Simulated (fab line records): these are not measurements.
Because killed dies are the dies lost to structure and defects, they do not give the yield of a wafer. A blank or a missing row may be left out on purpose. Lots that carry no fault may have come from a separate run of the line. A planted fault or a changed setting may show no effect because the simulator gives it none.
A lot that was struck, set against a sound lot :: flow sky130 :: 16 steps out of a route of 708
Sound: these wafers, L699.1, L699.2, L699.4. Wafers struck: L707.1, L707.2, L707.5. The cause is given at the end.
Order at every step that has rows: each side's tool, ch and its chambers, its first start. Under that, the readings that differ: sound wafers :: struck wafers :: difference of the means :: sigmas: that difference in standard deviations of wafers without a fault.
alike: same words and numbers on both sides, and readings whose means sit less than 2 such deviations apart. not compared: any withheld reading, any reading some wafer has no value for, any bound like >300 that may hide the same value, and any number with overlapping values for which the record gives no deviation.
A row with sigmas, a row that says differs or no value, or rows on one side alone: a step with any of these is where the two part. Numbers that don't overlap but have no deviation are shown without sigmas and don't part them. A reading missing from all wafers of one side parts the sides only when that side holds two or more wafers.

first, 3 steps without rows for these wafers: SKY_METAL1_EXPOSE_12 (exposes mask MM1, target cd 140 nm); SKY_METAL1_PEB_13; SKY_METAL1_DEVELOP_14 (develop time 60 s).
SKY_METAL1_CD_MEAS_15: target cd 140 nm.
  struck on cdSem-01, day 37 00:35; sound on cdSem-01, day 34 11:44
  alike: cdNm
SKY_METAL1_OVL_MEAS_16:
  struck on overlay-01, day 37 00:43; sound on overlay-01, day 34 11:52
  alike: METAL1_OVL
SKY_METAL1_DESCUM_17: chemistry O2, time 8 s.
  sound on rieMetal-03 ch 0,1, day 34 11:53; struck on rieMetal-02 ch 0,1, day 37 00:45
  alike: drypumpMotorCurrentA, oesProductAu
  not compared: rfHoursCounterH
SKY_METAL1_ETCH_18: etches BARC in N2/H2, stops on SiO2, time 45.9 s, target depth 60 nm.
  sound on rieMetal-03 ch 0,1, day 34 11:56; struck on rieMetal-02 ch 0,1, day 37 00:47
  alike: drypumpMotorCurrentA, n2FlowSccm, oesProductAu, throttleValvePct
  not compared: rfHoursCounterH
SKY_METAL1_METAL_ETCH_19: etches the open film in Cl2/BCl3, stops on SiO2, target depth 360 nm, time 78 s.
  sound on rieMetal-03 ch 0,1, day 34 11:59; struck on rieMetal-02 ch 0,1, day 37 00:50
  alike: drypumpMotorCurrentA, oesProductAu, throttleValvePct
  not compared: rfHoursCounterH
SKY_METAL1_STRIP_20: strips in O2/N2.
  sound on plasmaAsher-02 ch 0,1, day 34 12:05; struck on plasmaAsher-03 ch 0,1, day 37 00:56
reading: drypumpMotorCurrentA (A)
sound: 5.96 5.71 5.90
struck: 5.26 5.31 5.27
difference: -0.58
sigmas: -2
  alike: n2FlowSccm, oesProductAu, stripTimeToEndpointS
  not compared: rfHoursCounterH
then, 3 steps without rows for these wafers: SKY_METAL1_STRIP_21 (strips in post etch residue remover, time 1200 s); SKY_METAL1_CLEAN_22 (cleans in IPA, time 180 s); SKY_METAL1_CLEAN_23 (cleans in O3/DIW).
SKY_VIA1_HDPCVD_00: deposits SiO2, target thk 1030 nm, time 171.7 s.
  sound on hdpcvd-02 ch 0,2, day 34 12:41; struck on hdpcvd-02 ch 0,1,2, day 37 01:48
SKY_VIA1_THK_MEAS_01:
  struck on filmMetro-04, day 37 01:55; sound on filmMetro-02, day 34 12:47
reading: VIA1_HDPCVD_THK (nm)
sound: 1041 1032 1046
struck: 2087 2076 2083
difference: +1042
sigmas: +99 or more
SKY_VIA1_CMP_02: polishes SiO2.
  sound on cmp-02 ch 1,2,3, day 34 12:51; struck on cmp-01 ch 1,2,3, day 37 02:04
  alike: headPressurePsi, motorCurrentA
-- the record jumps here: 12 days lie between the struck wafers' starts before and after (it left off in module VIA1 and takes up again in module PAD_OPEN, whose first step shown is number 708 of the route) --
SKY_PAD_OPEN_PROBE_99:
  struck on prober-01, day 49 10:49; sound on prober-01, day 47 13:09
  alike: defectLimitedYield, killed_at_M0_to_M3, killed_at_M4_up, killedAtContacts, killedAtFrontEnd, killedAtOther, killedDies, killedOpen, killedShort, sort_bin_3_pad_short, sort_bin_5_function, sort_bin_6_memory, sortNPass, sortYieldPct

## WHERE THEY PART
Earliest at SKY_METAL1_STRIP_20; latest, in this record, at SKY_VIA1_THK_MEAS_01. Later steps at which nothing parts them and some readings are alike: SKY_VIA1_CMP_02, SKY_PAD_OPEN_PROBE_99.

WHY: what the simulator had put in
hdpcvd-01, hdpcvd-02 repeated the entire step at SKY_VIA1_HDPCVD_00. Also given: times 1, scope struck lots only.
